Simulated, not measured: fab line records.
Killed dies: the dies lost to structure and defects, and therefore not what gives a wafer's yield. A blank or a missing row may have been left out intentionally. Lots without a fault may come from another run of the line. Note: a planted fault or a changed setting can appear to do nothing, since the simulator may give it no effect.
Struck lot and sound lot, side by side | flow sfqLine | 18 out of 325 route steps
Sound: wafers L252.2, L252.3, L252.5. Wafers L256.1, L256.5, L256.6 were the ones struck. At the end, the cause is stated.
For every step that has rows: the tool of each side, followed by ch and its chambers, followed by its first start. Under that, the readings that differ: sound wafers | struck wafers | difference of the means | sigmas: that difference in standard deviations of wafers without a fault.
alike: same words and numbers on both sides, and readings whose means sit less than 2 such deviations apart. not compared: any withheld reading, any reading some wafer has no value for, any bound like >300 that may hide the same value, and any number with overlapping values for which the record gives no deviation.
A row with sigmas, a row that says differs or no value, or rows on one side alone: a step with any of these is where the two part. When numbers do not overlap yet have no deviation, they are printed without sigmas and do not part them. A reading missing from all wafers of one side parts the sides only when that side holds two or more wafers.

SFQ_TRILAYER_M4_BARC_OPEN_METAL_ETCH_123: etches BARC in O2, target depth 125 nm, time 41.7 s.
  sound on rieMetal-04 ch 0, day 51 00:43; struck on rieMetal-03 ch 0,1, day 51 20:34
  alike: drypumpMotorCurrentA, oesProductAu
  not compared: rfHoursCounterH
SFQ_TRILAYER_M4_ETCH_METAL_ETCH_096: etches Nb in Cl2/Ar, stops on SiO2, target depth 240 nm, time 120 s.
  sound on rieMetal-04 ch 0, day 51 00:47; struck on rieMetal-03 ch 0,1, day 51 20:38
  alike: drypumpMotorCurrentA, oesProductAu
  not compared: rfHoursCounterH
SFQ_TRILAYER_M4_STRIP_STRIP_097: strips in O2.
  sound on rieMetal-04 ch 0, day 51 00:54; struck on rieMetal-03 ch 0,1, day 51 20:46
  alike: drypumpMotorCurrentA, oesProductAu
  not compared: rfHoursCounterH
then, 1 step without rows for these wafers: SFQ_TRILAYER_M4_STRIP_SOLV_CLEAN_098 (cleans in NMP, time 600 s).
SFQ_TRILAYER_I4_DEP_PECVD_099: deposits SiO2 from SiH4/N2O, time 111.11 s, target thk 500 nm.
  sound on pecvd-02 ch 0,1, day 51 01:51; struck on pecvd-02 ch 0,1,2, day 51 21:32
  alike: chamberPressureTorr, heaterPowerW, throttleValvePct
  not compared: sinceWetCleanH
then, 1 step without rows for these wafers: SFQ_TRILAYER_I4_CMP_CMP_100 (polishes SiO2).
SFQ_I4_BOW_MEAS_927:
  sound: filmMetro-01 at day 51 05:48; struck: filmMetro-01 at day 52 01:25
  alike: I4_BOW
then, 5 steps without rows for these wafers: SFQ_TRILAYER_I4_METRO_MEASURE_101; SFQ_TRILAYER_I4_VIA_LITHO_COAT_108 (resist thk 62 nm); SFQ_TRILAYER_I4_VIA_LITHO_COAT_103 (resist thk 650 nm); SFQ_TRILAYER_I4_VIA_LITHO_SOFTBAKE_107; SFQ_TRILAYER_I4_VIA_LITHO_EXPOSE_104 (exposes mask I4, target cd 700 nm).
-- the record jumps here: 6 days lie between the struck wafers' starts before and after --
SFQ_TRILAYER_I4_VIA_LITHO_PEB_106: peb time 60 s.
  sound on lithoTrack-01 ch 0, day 56 21:27; struck on lithoTrack-01 ch 0, day 57 17:49
reading               | sound                | struck               | difference | sigmas
heaterPowerTotalW (W) | 79.05 79.16 79.25    | 81.77 81.71 81.87    | +2.63      | +43
plateTempC (C)        | 114.97 115.07 114.86 | 117.77 117.81 117.89 | +2.86      | +26
then, 1 step without rows for these wafers: SFQ_TRILAYER_I4_VIA_LITHO_DEVELOP_105 (time 60 s).
SFQ_I4_OVL_MEAS_928:
  sound: overlay-02 at day 56 21:44; struck: overlay-02 at day 57 18:07
  alike: I4_OVL
SFQ_TRILAYER_I4_VIA_BARC_OPEN_VIA_ETCH_146: etches BARC in O2, target depth 125 nm, time 41.7 s.
  sound on rieDiel-03 ch 0,2,3, day 56 21:46; struck on rieDiel-02 ch 1,2, day 57 18:10
reading            | sound             | struck            | difference | sigmas
model.I4.cdNm (nm) | 701.7 701.9 702.6 | 745.5 747.2 744.9 | +43.8      | 
  alike: drypumpMotorCurrentA, oesProductAu
  not compared: rfHoursCounterH
SFQ_TRILAYER_I4_VIA_ETCH_VIA_ETCH_106: etches SiO2 in CHF3, stops on Nb, target depth 260 nm.
  sound on rieDiel-03 ch 0,2,3, day 56 21:48; struck on rieDiel-02 ch 1,2, day 57 18:12
reading            | sound             | struck            | difference | sigmas
model.I4.cdNm (nm) | 700.8 701.2 702.4 | 744.4 745.5 743.8 | +43.1      | 
  alike: drypumpMotorCurrentA, oesProductAu
SFQ_TRILAYER_I4_VIA_STRIP_STRIP_107: strips in O2.
  sound on rieMetal-03 ch 1, day 56 21:55; struck on rieMetal-03 ch 0,1, day 57 18:19
  alike: drypumpMotorCurrentA, oesProductAu
  not compared: rfHoursCounterH

== WHERE THEY PART ==
Within this record, at SFQ_TRILAYER_I4_VIA_LITHO_PEB_106 only. Later steps at which nothing parts them and some readings are alike: SFQ_I4_OVL_MEAS_928, SFQ_TRILAYER_I4_VIA_BARC_OPEN_VIA_ETCH_146, SFQ_TRILAYER_I4_VIA_ETCH_VIA_ETCH_106, SFQ_TRILAYER_I4_VIA_STRIP_STRIP_107.

WHY: the cause the simulator had injected
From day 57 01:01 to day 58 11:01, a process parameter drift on lithoTrack-01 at SFQ_TRILAYER_I4_VIA_LITHO_PEB_106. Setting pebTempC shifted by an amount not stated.
